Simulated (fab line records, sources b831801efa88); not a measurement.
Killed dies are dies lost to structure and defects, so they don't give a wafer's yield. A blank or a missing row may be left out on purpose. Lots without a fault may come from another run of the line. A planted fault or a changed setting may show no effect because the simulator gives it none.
One fault seen from 2 desks | flow gf180mcu | each desk has only its own numbers; what lay behind them comes last

THE TOOL OWNER'S DESK: pvd_sputter-02
The tool's own readings at GF_MIM_SPUTTER_00 (material Ti, target thk 37.5 nm, time 150 s): means of the sampled wafers that have a number, for each lot that ran on this tool. A lot is out of limits, marked OUT, if its mean lies more than 4 standard deviations from the usual mean; the brackets give that distance.
Columns: A = throttle_valve_pct at GF_MIM_SPUTTER_00, usual 29.6 %
lot  | first seen here | A
L675 | day 25 04:29    | 28.9
L676 | day 25 17:21    | 28.2
L677 | day 26 00:16    | 28.8
L686 | day 28 17:08    | 28.8
L687 | day 29 00:16    | 28.3
This desk's finding: nothing out of limits on any of the 5 lots.

THE METROLOGY DESK
What the gauges read, lot by lot, whatever tool the lot ran on: means of the sampled wafers that have a number. A lot is out of limits, marked OUT, if its mean lies more than 4 standard deviations from the usual mean; the brackets give that distance.
Columns: A = V5_OVL at GF_V5_OVL_MEAS_15, usual 2 nm
lot  | first seen here | A
L673 | day 27 03:01    | 6
L674 | day 27 12:44    | 1
L675 | day 27 20:43    | 3
L676 | day 28 08:19    | -9
L677 | day 28 14:02    | 0
L679 | day 29 02:28    | -5
L682 | day 29 23:43    | -3
L686 | day 31 03:46    | 2
L687 | day 31 10:19    | 2
L689 | day 31 23:13    | 6
L695 | day 33 07:44    | 9
L696 | day 33 13:40    | 2
This desk's finding: nothing out of limits on any of the 12 lots.

PUT TOGETHER
The tool owner's desk saw nothing out of limits.
The metrology desk saw nothing out of limits.

WHAT THE SIMULATOR HAD PUT IN
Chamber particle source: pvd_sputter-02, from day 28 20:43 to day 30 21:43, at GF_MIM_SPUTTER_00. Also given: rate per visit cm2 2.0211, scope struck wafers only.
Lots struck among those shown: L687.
